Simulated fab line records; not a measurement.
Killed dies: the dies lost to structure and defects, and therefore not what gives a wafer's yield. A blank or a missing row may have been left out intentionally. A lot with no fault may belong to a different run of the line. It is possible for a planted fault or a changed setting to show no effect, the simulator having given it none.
The tool behind it: which one? | flow sky130 | 30 wafers from 10 lots sampled at 4 of the route's 708 steps

WHAT EACH GAUGE READ, for each wafer
SKY_VIA3_RS_MEAS_22: measures by four-point-probe.
lot  | measured     | on            | VIA3_W_RS (ohm/sq)
L816 | day 39 19:11 | film metro-02 | 0.297 0.295 0.292
L819 | day 40 09:30 | film metro-03 | 0.291 0.301 0.296
L820 | day 41 06:55 | film metro-04 | 0.289 0.300 0.301
L821 | day 41 13:11 | film metro-04 | 0.303 0.297 0.301
L825 | day 42 13:49 | film metro-02 | 0.286 0.299 0.285
L828 | day 43 06:34 | film metro-02 | 0.256 0.292 0.294
L829 | day 43 18:24 | film metro-04 | 0.255 0.291 0.294
L833 | day 44 15:35 | film metro-03 | 0.294 0.300 0.296
L836 | day 45 10:52 | film metro-02 | 0.298 0.294 0.303
L837 | day 45 16:35 | film metro-03 | 0.294 0.292 0.294

TOOL THAT RAN EACH LOT (tool first, then ch and the chambers of the sampled wafers, then the start)
lot  | SKY_METAL3_SPUTTER_00        | SKY_VIA3_STRIP_16                    | SKY_VIA3_CVD_21
L816 | pvd sputter-03, day 36 11:16 | plasma asher-01 ch 0, day 39 18:20   | cvd w-01 ch 0,1, day 39 19:03
L819 | pvd sputter-03, day 37 01:23 | plasma asher-03 ch 0,1, day 40 08:44 | cvd w-01 ch 0,1, day 40 09:23
L820 | pvd sputter-01, day 38 00:37 | plasma asher-04 ch 0,1, day 41 06:08 | cvd w-02 ch 0,1, day 41 06:47
L821 | pvd sputter-01, day 38 06:43 | plasma asher-03 ch 0,1, day 41 12:23 | cvd w-02 ch 0,1, day 41 13:02
L825 | pvd sputter-03, day 39 07:57 | plasma asher-04 ch 0,1, day 42 13:02 | cvd w-01 ch 0,1, day 42 13:41
L828 | pvd sputter-01, day 40 03:14 | plasma asher-01 ch 0,1, day 43 05:41 | cvd w-01 ch 1, day 43 06:20
L829 | pvd sputter-01, day 40 16:13 | plasma asher-04 ch 0,1, day 43 17:38 | cvd w-01 ch 0,1, day 43 18:17
L833 | pvd sputter-01, day 41 14:49 | plasma asher-01 ch 0,1, day 44 14:46 | cvd w-02 ch 0,1, day 44 15:26
L836 | pvd sputter-01, day 42 09:34 | plasma asher-04 ch 0,1, day 45 10:05 | cvd w-02 ch 0,1, day 45 10:44
L837 | pvd sputter-03, day 42 17:13 | plasma asher-03 ch 0,1, day 45 15:49 | cvd w-02 ch 0,1, day 45 16:28
- SKY_METAL3_SPUTTER_00: material Ti, target thk 15 nm, time 10 s.
- SKY_VIA3_STRIP_16: strips in O2/N2.
- SKY_VIA3_CVD_21: deposits W, target thk 390 nm, time 117.31 s.

THE ANSWER, worked out from the rows above alone
Rule: what is usual is taken from the lots themselves. Put in order of their means at a reading, lots are off if they are a third of the lots or fewer, leave a main group of 4 or more, and stand apart from it by a gap of 3 or more times the standard deviation of the main group's means; of several such gaps the widest counts. Not used: any main group whose means are identical at the precision the tables above print for the reading. A lot without any number at a reading at which 4 lots or more have one is off too. The other lots that the step has rows for count as sound.
Off: L828, L829, seen at SKY_VIA3_RS_MEAS_22 (VIA3_W_RS). The main group: mean 0.296 ohm/sq, standard deviation 0.0029.
A tool fits if, at a process step before that reading, it ran every lot that is off, and no sound lot after the first of them. Gauges at SKY_VIA3_RS_MEAS_22: tried the same way as those tools. One fits: cvd w-01 at SKY_VIA3_CVD_21. Its last sound lot is L825 (day 42 13:41), its first lot that is off L828 (day 43 06:20): a fault that began between those two fits.

WHAT WAS PUT IN BY THE SIMULATOR
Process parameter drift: cvd w-01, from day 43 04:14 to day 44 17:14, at SKY_VIA3_CVD_21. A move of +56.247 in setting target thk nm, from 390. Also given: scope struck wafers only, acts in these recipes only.
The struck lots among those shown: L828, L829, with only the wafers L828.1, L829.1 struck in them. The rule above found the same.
